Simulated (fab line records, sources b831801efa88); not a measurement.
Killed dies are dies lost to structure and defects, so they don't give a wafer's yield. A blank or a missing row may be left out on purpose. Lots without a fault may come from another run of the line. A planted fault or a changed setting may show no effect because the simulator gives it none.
Which tool did it? | flow gf180mcu | 7 lots, 21 wafers sampled, at 1 step of a route of 602

WHAT THE GAUGES READ, wafer by wafer
GF_HV_LDD_THK_MEAS_55.
lot  | measured     | on            | HV_LDD_CVD_54_THK (nm)
L825 | day 13 03:17 | film_metro-01 | 10.11 10.07 10.07
L828 | day 13 23:12 | film_metro-03 | 10.02 9.94 10.13
L830 | day 14 11:16 | film_metro-04 | 10.06 10.07 9.93
L835 | day 16 05:29 | film_metro-03 | 9.95 9.93 10.04
L842 | day 18 09:23 | film_metro-03 | 9.84 9.92 9.93
L845 | day 19 10:43 | film_metro-04 | 9.99 10.09 9.90
L847 | day 20 04:42 | film_metro-04 | 9.77 9.68 9.84

WHICH TOOL RAN EACH LOT (tool, then ch and the chambers of the sampled wafers, then the start)
The record holds no process step before these readings.

THE ANSWER, worked out from the rows above alone
Rule: what is usual is taken from the lots themselves. Put in order of their means at a reading, lots are off if they are a third of the lots or fewer, leave a main group of 4 or more, and stand apart from it by a gap of 3 or more times the standard deviation of the main group's means; of several such gaps the widest counts. A main group whose means are all the same, to the digits that the tables above print for the reading, isn't used. A lot without any number at a reading at which 4 lots or more have one is off too. The other lots that the step has rows for count as sound.
No lot is off at any reading shown: from this, nothing can be told.

WHAT THE SIMULATOR HAD PUT IN
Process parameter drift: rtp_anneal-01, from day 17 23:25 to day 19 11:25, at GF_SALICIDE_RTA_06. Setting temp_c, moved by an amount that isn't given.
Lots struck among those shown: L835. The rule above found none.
